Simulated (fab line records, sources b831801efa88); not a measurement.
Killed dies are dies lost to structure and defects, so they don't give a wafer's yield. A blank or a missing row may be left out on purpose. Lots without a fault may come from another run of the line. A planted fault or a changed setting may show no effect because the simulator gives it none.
fab line records | flow sky130
record lots=12 wafers=36 last_day=50
route steps=708 shown DNWELL@43 VT_ADJUST_PCH@153 SONOS_ONO@181 POLY_GATE@204
lots that met no fault: from a run of the same line without faults
start_h: hours from the record's first day to the start of the lot's first wafer shown | wait_h: hours since the lot's step before | " the same as in the row above | L1.1+2: a row that stands for several wafers | - no value, or no start given | * or withheld: withheld | < > ~ a bound
route shown NAME@n: a module of which the file shows steps, and the number in the route of the first | usual: mean/standard deviation of fault-free wafers | same: alike in all rows | chamber/n: place in a boat | sites: the reading at each site | _std_site: their standard deviation | _edge_site: outer sites' mean less inner sites' | radius_mm: how far each site lies from the wafer's centre | mask NAME#n: copy n | behind: the tool/chamber that last shaped the wafer | hold: why the lot was held/for how many hours/how that ended | device: the transistor (n, p or np) that didn't switch | end of line: the same wafers' tests at the end of the route | a step without rows: its recipe alone | killed: dies lost to structure and defects at the first sort, not the wafer's yield | map: a wafer's dies, x killed, . not, _ none there
set.NAME: the setting as run; set.NAME@STEP: as run at that earlier step | model.NAME: the simulator's own value behind a step, which no gauge read
steps of the route over a sample of lots; a table a step, a row a wafer
services: from which hour (start_h, from the record's first day; less than 0 if before it) a tool's chamber was out of use, for how many hours, and why
## steps
# step SKY_DNWELL_STRIP_08
# recipe chemistry=O2/N2 power_w=1400 pressure_mtorr=1500 platen_temp_c=withheld o2_flow_sccm=3000 n2_flow_sccm=300 overash_fraction=0.5
# usual drypump_motor_current_A=5.9/0.41 oes_product_au=0.722/0.0048 strip_time_to_endpoint_s=36.91/0.09
# columns lot.wafer tool chamber start_h wait_h drypump_motor_current_A oes_product_au rf_hours_counter_h strip_time_to_endpoint_s
L249.4 plasma_asher-04 1 49.95 0.1 6.0 0.721 - 36.98
L249.5 " 1 " " 6.0 0.728 - 36.97
L249.6 " 0 " " 5.3 0.725 - 37.01
L250.2 plasma_asher-04 0 55.91 0.1 5.2 0.729 38 36.78
L250.5 " 1 " " 5.9 0.722 - 36.74
L250.6 " 0 " " 5.3 0.725 - 36.85
L251.1 plasma_asher-04 0 62.61 0.1 5.2 0.721 39 36.91
L251.5 " 1 " " 6.0 0.725 - 37.00
L251.6 " 0 " " 5.2 0.720 - 37.00
L252.2 plasma_asher-03 1 70.11 0.1 6.0 0.729 26 36.92
L252.4 " 0 " " 5.5 0.719 - 36.85
L252.5 " 1 " " 5.9 0.722 - 36.82
L254.2 plasma_asher-01 1 77.16 0.1 6.5 0.721 39 36.98
L254.3 " 0 " " 6.3 0.726 - 36.97
L254.4 " 1 " " 6.5 0.721 - 36.95
L260.1 plasma_asher-04 1 114.54 0.1 6.0 0.724 44 36.78
L260.3 " 0 " " 5.3 0.723 - 36.91
L260.6 " 0 " " 5.3 0.718 - 37.03
L263.1 plasma_asher-04 0 126.77 0.1 5.3 0.722 45 36.85
L263.4 " 1 " " 6.0 0.717 - 36.94
L263.5 " 0 " " 5.2 0.724 - 36.84
L268.1 plasma_asher-04 0 160.21 0.1 5.2 0.720 50 36.95
L268.2 " 1 " " 5.9 0.718 50 36.93
L268.5 " 1 " " 5.9 0.719 - 36.87
L269.3 plasma_asher-03 1 161.75 0.1 5.9 0.711 - 36.86
L269.4 " 0 " " 5.5 0.719 - 36.90
L269.5 " 1 " " 6.0 0.726 - 36.90
L270.1 plasma_asher-01 0 165.61 0.1 6.3 0.717 6 36.80
L270.2 " 1 " " 6.5 0.710 6 36.88
L270.4 " 1 " " 6.5 0.725 - 36.69
L271.4 plasma_asher-04 1 170.40 0.1 5.9 0.730 - 37.08
L271.5 " 1 " " 6.0 0.735 - 37.06
L271.6 " 0 " " 5.2 0.721 - 37.03
L272.2 plasma_asher-03 0 176.62 0.1 5.5 0.718 38 36.78
L272.3 " 1 " " 5.9 0.720 - 36.77
L272.5 " 1 " " 5.9 0.719 - 36.92
# step SKY_VT_ADJUST_PCH_TW_MEAS_10
# usual VT_ADJUST_PCH_TW=142.9/1.6
# columns lot.wafer tool chamber start_h wait_h VT_ADJUST_PCH_TW
L249.4 film_metro-01 - 221.50 0.1 144.8
L249.5 " - " " 144.1
L249.6 " - " " 145.0
L250.2 film_metro-01 - 227.78 0.1 145.2
L250.5 " - " " 145.0
L250.6 " - " " 145.1
L251.1 film_metro-01 - 235.30 0.1 144.5
L251.5 " - " " 144.8
L251.6 " - " " 144.0
L252.2 film_metro-01 - 246.08 0.1 145.0
L252.4 " - " " 145.5
L252.5 " - " " 145.3
L254.2 film_metro-04 - 257.68 0.1 143.0
L254.3 " - " " 143.8
L254.4 " - " " 142.6
L260.1 film_metro-02 - 311.17 0.1 142.6
L260.3 " - " " 142.8
L260.6 " - " " 142.2
L263.1 film_metro-02 - 326.12 0.1 140.7
L263.4 " - " " 140.6
L263.5 " - " " 141.7
L268.1 film_metro-04 - 376.07 0.1 142.7
L268.2 " - " " 143.2
L268.5 " - " " 143.1
L269.3 film_metro-02 - 378.29 0.1 140.9
L269.4 " - " " 140.0
L269.5 " - " " 141.9
L270.1 film_metro-01 - 381.25 0.1 144.7
L270.2 " - " " 143.4
L270.4 " - " " 143.9
L271.4 film_metro-04 - 389.70 0.1 142.9
L271.5 " - " " 142.7
L271.6 " - " " 142.6
L272.2 film_metro-04 - 398.43 0.1 142.5
L272.3 " - " " 143.4
L272.5 " - " " 143.2
# step SKY_SONOS_ONO_CD_MEAS_13
# recipe target_cd_nm=410
# usual cd_nm=409.7/1.9
# columns lot.wafer tool chamber start_h wait_h cd_nm
L249.4 cd_sem-02 - 275.80 0.1 406.2
L249.5 " - " " 406.0
L249.6 " - " " 408.3
L250.2 cd_sem-01 - 282.11 0.1 407.6
L250.5 " - " " 406.2
L250.6 " - " " 408.3
L251.1 cd_sem-02 - 289.32 0.1 409.6
L251.5 " - " " 410.0
L251.6 " - " " 410.5
L252.2 cd_sem-01 - 298.71 0.1 411.1
L252.4 " - " " 410.8
L252.5 " - " " 410.4
L254.2 cd_sem-01 - 312.13 0.1 411.7
L254.3 " - " " 412.3
L254.4 " - " " 410.7
L260.1 cd_sem-01 - 369.09 0.1 410.2
L260.3 " - " " 410.2
L260.6 " - " " 407.6
L263.1 cd_sem-01 - 386.11 0.1 411.4
L263.4 " - " " 411.5
L263.5 " - " " 411.1
L268.1 cd_sem-01 - 440.58 0.1 405.6
L268.2 " - " " 406.7
L268.5 " - " " 408.3
L269.3 cd_sem-02 - 445.60 0.1 410.5
L269.4 " - " " 409.9
L269.5 " - " " 411.0
L270.1 cd_sem-01 - 449.98 0.1 406.0
L270.2 " - " " 408.9
L270.4 " - " " 409.3
L271.4 cd_sem-02 - 458.97 0.1 411.4
L271.5 " - " " 408.7
L271.6 " - " " 408.8
L272.2 cd_sem-01 - 463.40 0.1 410.3
L272.3 " - " " 408.9
L272.5 " - " " 410.7
# step SKY_POLY_GATE_CVD_00
# recipe material=poly-Si target_thk_nm=180 temp_c=620 time_s=720 pressure_mtorr=200
# usual spike_tc_bottom_C=644.1/1.1 spike_tc_centre_C=622.6/1.1 spike_tc_lower_C=620.4/1.4 spike_tc_top_C=640/3.2 spike_tc_upper_C=619.2/1.5 susceptor_temp_C=620.02/0.27
# columns lot.wafer tool chamber start_h wait_h spike_tc_bottom_C spike_tc_centre_C spike_tc_lower_C spike_tc_top_C spike_tc_upper_C susceptor_temp_C
L249.4 lpcvd-01 0 304.82 0.0 644.1 623.0 618.7 642 619.5 620.13
L249.5 " 0 " " 643.7 621.9 618.4 642 619.7 619.80
L249.6 " 0 " " 645.5 622.7 620.6 643 620.7 619.52
L250.2 lpcvd-01 1 313.16 0.0 643.9 620.5 621.8 636 616.1 620.29
L250.5 " 1 " " 641.4 621.1 620.9 637 617.7 620.25
L250.6 " 1 " " 641.6 621.7 621.2 637 619.0 620.25
L251.1 lpcvd-01 0 320.19 0.0 644.4 623.8 620.9 641 621.6 620.13
L251.5 " 0 " " 643.1 622.9 619.0 643 621.1 620.61
L251.6 " 0 " " 644.4 621.4 620.6 643 621.2 620.28
L252.2 lpcvd-01 0 330.50 0.0 644.9 622.8 620.0 641 618.9 619.78
L252.4 " 0 " " 645.7 623.3 618.5 643 620.3 619.60
L252.5 " 0 " " 645.9 623.3 620.8 642 619.7 620.12
L254.2 lpcvd-01 0 344.39 0.0 645.0 624.0 620.0 642 620.7 620.12
L254.3 " 0 " " 644.8 624.1 619.5 641 621.3 620.23
L254.4 " 0 " " 645.9 621.4 621.2 642 621.3 619.94
L260.1 lpcvd-01 0 404.32 0.0 654.9 634.6 631.3 654 629.7 631.02
L260.3 " 0 " " 654.6 633.9 629.4 655 630.9 631.18
L260.6 " 0 " " 654.8 633.8 630.1 653 630.0 631.48
L263.1 lpcvd-01 1 419.57 0.0 643.8 621.7 622.5 635 619.1 620.16
L263.4 " 1 " " 643.9 619.9 621.1 637 618.4 620.07
L263.5 " 1 " " 643.6 621.7 620.9 637 617.2 619.99
L268.1 lpcvd-01 0 476.51 0.0 644.8 622.0 619.0 643 620.2 620.59
L268.2 " 0 " " 643.8 623.5 619.0 641 619.4 619.94
L268.5 " 0 " " 645.3 624.9 617.9 644 620.2 620.26
L269.3 lpcvd-01 1 480.36 0.0 643.1 622.9 622.1 638 617.1 619.67
L269.4 " 1 " " 642.9 622.0 621.4 637 617.0 620.01
L269.5 " 1 " " 643.4 621.1 622.7 636 618.4 619.55
L270.1 lpcvd-01 0 484.59 0.0 644.5 622.4 619.1 643 620.1 620.26
L270.2 " 0 " " 644.7 623.6 620.4 643 619.8 619.91
L270.4 " 0 " " 645.6 622.7 618.9 643 621.5 620.10
L271.4 lpcvd-01 1 493.04 0.0 643.4 622.7 622.6 635 616.2 620.00
L271.5 " 1 " " 643.8 621.6 620.3 635 618.1 620.11
L271.6 " 1 " " 643.7 622.5 622.5 637 617.0 620.03
L272.2 lpcvd-01 0 499.09 0.0 645.0 622.4 618.7 641 620.8 619.67
L272.3 " 0 " " 645.8 621.4 618.9 640 619.7 619.87
L272.5 " 0 " " 643.7 623.2 618.5 641 620.9 620.14
# step SKY_POLY_GATE_THK_MEAS_01
# recipe reads=poly-Si_of_POLY_GATE_CVD_00
# usual POLY_GATE_CVD_00_THK=181.0/1.9
# columns lot.wafer tool chamber start_h wait_h hold POLY_GATE_CVD_00_THK[nm]
L249.4 film_metro-04 - 306.05 0.0 - 181.2
L249.5 " - " " - 182.9
L249.6 " - " " - 181.2
L250.2 film_metro-02 - 314.37 0.0 - 177.2
L250.5 " - " " - 178.1
L250.6 " - " " - 177.6
L251.1 film_metro-02 - 321.39 0.0 - 177.8
L251.5 " - " " - 180.2
L251.6 " - " " - 179.3
L252.2 film_metro-02 - 331.71 0.0 - 178.1
L252.4 " - " " - 177.5
L252.5 " - " " - 178.8
L254.2 film_metro-01 - 345.60 0.0 - 180.0
L254.3 " - " " - 179.8
L254.4 " - " " - 180.2
L260.1 film_metro-04 - 405.52 0.0 await_dispo/0.2h/release 230.1
L260.3 " - " " await_dispo/0.2h/release 229.8
L260.6 " - " " await_dispo/0.2h/release 230.7
L260.1 film_metro-04 - 405.75 0.2 - 230.1
L260.3 " - " " - 230.0
L260.6 " - " " - 230.6
L263.1 film_metro-01 - 420.77 0.0 - 181.8
L263.4 " - " " - 182.3
L263.5 " - " " - 183.7
L268.1 film_metro-02 - 477.71 0.0 - 179.4
L268.2 " - " " - 180.4
L268.5 " - " " - 179.5
L269.3 film_metro-04 - 481.58 0.0 - 183.0
L269.4 " - " " - 183.8
L269.5 " - " " - 182.7
L270.1 film_metro-04 - 485.79 0.0 - 182.6
L270.2 " - " " - 181.3
L270.4 " - " " - 182.3
L271.4 film_metro-04 - 495.77 0.0 - 180.5
L271.5 " - " " - 181.0
L271.6 " - " " - 180.0
L272.2 film_metro-04 - 501.80 0.0 - 182.1
L272.3 " - " " - 183.2
L272.5 " - " " - 182.4
## services
# columns tool chamber start_h hours kind
plasma_asher-01 - 48.06 12.1 repair
plasma_asher-04 - 48.53 0.8 repair
plasma_asher-04 - 93.76 3.0 repair
lpcvd-01 - 103.80 2.8 pm
plasma_asher-01 - 108.75 9.0 pm
plasma_asher-01 0 108.75 9.0 vent_cycle
plasma_asher-01 1 108.75 9.0 vent_cycle
plasma_asher-01 0 117.75 - clean
plasma_asher-01 1 117.75 - clean
plasma_asher-04 - 145.26 1.1 repair
plasma_asher-01 - 175.24 3.8 repair
plasma_asher-03 - 194.18 3.4 repair
plasma_asher-04 - 388.27 2.8 repair
plasma_asher-04 - 409.57 0.5 repair
plasma_asher-04 - 421.25 9.0 pm
plasma_asher-04 0 421.25 9.0 vent_cycle
plasma_asher-04 1 421.25 9.0 vent_cycle
plasma_asher-04 0 430.25 - clean
plasma_asher-04 1 430.25 - clean
## key
first_sign step=SKY_POLY_GATE_CVD_00 reading=susceptor_temp_C direction=up sigmas=41 usual=* struck=*
effect step=SKY_POLY_GATE_CVD_00 reading=spike_tc_centre_C direction=up sigmas=11 usual=622.6 struck=634.1
effect step=SKY_POLY_GATE_THK_MEAS_01 reading=visit direction=added
effect step=SKY_POLY_GATE_THK_MEAS_01 reading=POLY_GATE_CVD_00_THK direction=up sigmas=26 usual=181.0 struck=230.2
met_at SKY_POLY_GATE_CVD_00
struck_lots L260
struck_wafers L260.1,L260.3,L260.6
later_rows_left_out L260.1,L260.3,L260.6
sort_left_out L260.1,L260.3,L260.6
tester_left_out L260
not_acting_at SKY_DNWELL_STRIP_08,SKY_VT_ADJUST_PCH_TW_MEAS_10,SKY_SONOS_ONO_CD_MEAS_13
onset_between 344.39 404.32
fault kind=process_parameter_drift tool=lpcvd-01 chamber=0 onset_h=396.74 steps=SKY_POLY_GATE_CVD_00 channel=temp_c offset=* shape=step end_h=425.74 stated=*
# tester_left_out: of these lots the tester's yield and bins aren't shown, on N5 and GAA mostly nor the transistor test; their killed dies are dies lost to structure and defects alone, not to doping, threshold or leakage, so they don't give the yield
# sort_left_out: the simulated sort isn't trusted on such a fault, so these wafers' sort isn't shown, and their yield isn't known
# later_rows_left_out: the simulator's readings of these wafers behind a module that went badly wrong aren't trusted and aren't shown, but for the sort
